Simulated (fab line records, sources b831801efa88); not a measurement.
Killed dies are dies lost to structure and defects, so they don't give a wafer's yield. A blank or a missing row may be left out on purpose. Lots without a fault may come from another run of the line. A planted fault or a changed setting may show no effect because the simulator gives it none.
Tool commonality check | flow sky130 | 13 lots, 39 wafers sampled

WHY IT WAS OPENED
At SKY_VT_ADJUST_PCH_TW_MEAS_10 the reading VT_ADJUST_PCH_TW is flagged on 2 of 13 lots. Wafers without a fault read 142.9, standard deviation 1.5.
Rule: a lot is flagged when every wafer of it that has a number lies more than 4 standard deviations from that mean, or none has a number. The other lots count as sound.

lot  | measured     | on            | VT_ADJUST_PCH_TW, wafer by wafer | flag
L549 | day 10 12:47 | film_metro-02 | 141.0 141.9 141.7                |
L552 | day 11 09:03 | film_metro-02 | 140.8 141.1 140.8                |
L553 | day 11 15:06 | film_metro-01 | 144.8 144.5 144.3                |
L555 | day 12 03:52 | film_metro-01 | 144.3 144.2 144.5                |
L556 | day 12 16:49 | film_metro-01 | 144.6 143.7 144.9                |
L557 | day 12 20:55 | film_metro-04 | 142.4 142.5 142.8                |
L558 | day 13 05:42 | film_metro-04 | 142.8 142.7 143.5                |
L560 | day 14 00:35 | film_metro-02 | 141.9 142.9 141.8                |
L561 | day 14 13:59 | film_metro-01 | 144.1 144.0 143.7                |
L566 | day 15 20:56 | film_metro-01 | 162.8 163.0 162.0                | FLAGGED
L568 | day 16 14:59 | film_metro-02 | 158.8 159.3 159.4                | FLAGGED
L570 | day 17 01:04 | film_metro-02 | 141.3 141.6 141.7                |
L572 | day 17 19:27 | film_metro-02 | 141.8 141.2 141.6                |
The numbers of the flagged lots are 160.9 on average: +18.0 against the usual, or +12 standard deviations.

WHICH TOOL RAN EACH LOT
The record holds 2 process steps before the reading, out of a route of 708 steps. In each cell: the tool, then ch and the chambers that the sampled wafers went through, then the start.
lot  | flag    | SKY_VT_ADJUST_HVTP_SOFTBAKE_03    | SKY_VT_ADJUST_PCH_IMPLANT_08
L549 |         | litho_track-02 ch 0, day 5 19:33  | implanter-04 ch 0, day 10 12:32
L552 |         | litho_track-01 ch 0, day 6 12:07  | implanter-03 ch 0, day 11 08:48
L553 |         | litho_track-03 ch 0, day 6 17:16  | implanter-03 ch 0, day 11 14:52
L555 |         | litho_track-03 ch 0, day 7 03:06  | implanter-04 ch 0, day 12 03:38
L556 |         | litho_track-03 ch 0, day 7 13:45  | implanter-02 ch 0, day 12 16:35
L557 |         | litho_track-02 ch 0, day 7 16:42  | implanter-03 ch 0, day 12 20:42
L558 |         | litho_track-02 ch 0, day 8 00:00  | implanter-04 ch 0, day 13 05:27
L560 |         | litho_track-03 ch 0, day 8 15:24  | implanter-04 ch 0, day 14 00:20
L561 |         | litho_track-03 ch 0, day 9 02:37  | implanter-02 ch 0, day 14 13:46
L566 | FLAGGED | litho_track-01 ch 0, day 10 06:25 | implanter-02 ch 0, day 15 20:41
L568 | FLAGGED | litho_track-03 ch 0, day 10 19:24 | implanter-02 ch 0, day 16 14:44
L570 |         | litho_track-03 ch 0, day 11 04:34 | implanter-03 ch 0, day 17 00:51
L572 |         | litho_track-02 ch 0, day 11 19:23 | implanter-04 ch 0, day 17 19:13
What these steps do:
- SKY_VT_ADJUST_HVTP_SOFTBAKE_03: time 62.05 s.
- SKY_VT_ADJUST_PCH_IMPLANT_08
- SKY_VT_ADJUST_PCH_TW_MEAS_10

FLAGGED OVER TOTAL, TOOL BY TOOL (the gauges that took the reading come last)
step                           | tool           | lots run | flagged | share of the flagged lots | sound lots run after its first flagged lot
SKY_VT_ADJUST_HVTP_SOFTBAKE_03 | litho_track-01 | 2        | 1       | some                      | 0
SKY_VT_ADJUST_HVTP_SOFTBAKE_03 | litho_track-02 | 4        | 0       | none                      | -
SKY_VT_ADJUST_HVTP_SOFTBAKE_03 | litho_track-03 | 7        | 1       | some                      | 1 (L570)
SKY_VT_ADJUST_PCH_IMPLANT_08   | implanter-02   | 4        | 2       | all                       | 0
SKY_VT_ADJUST_PCH_IMPLANT_08   | implanter-03   | 4        | 0       | none                      | -
SKY_VT_ADJUST_PCH_IMPLANT_08   | implanter-04   | 5        | 0       | none                      | -
SKY_VT_ADJUST_PCH_TW_MEAS_10   | film_metro-01  | 5        | 1       | some                      | 0
SKY_VT_ADJUST_PCH_TW_MEAS_10   | film_metro-02  | 6        | 1       | some                      | 2 (L570,L572)
SKY_VT_ADJUST_PCH_TW_MEAS_10   | film_metro-04  | 2        | 0       | none                      | -

WHAT THE TABLE ALLOWS
1 row of the table ran every flagged lot: implanter-02 at SKY_VT_ADJUST_PCH_IMPLANT_08.
- implanter-02 at SKY_VT_ADJUST_PCH_IMPLANT_08: 2 of its 4 lots flagged. Its last sound lot is L561 (day 14 13:46), its first flagged lot L566 (day 15 20:41): a fault that began between those two fits. Its own readings lie more than 4 standard deviations out on every wafer of the flagged lots: dose_ions_cm2, faraday_current_uA.
One tool is left: implanter-02 at SKY_VT_ADJUST_PCH_IMPLANT_08.

WHAT THE SIMULATOR HAD PUT IN
Process parameter drift: implanter-02, from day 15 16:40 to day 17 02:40, at SKY_VT_ADJUST_PCH_IMPLANT_08. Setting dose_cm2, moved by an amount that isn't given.
Lots struck among those shown: L566, L568. The rule above found the same.
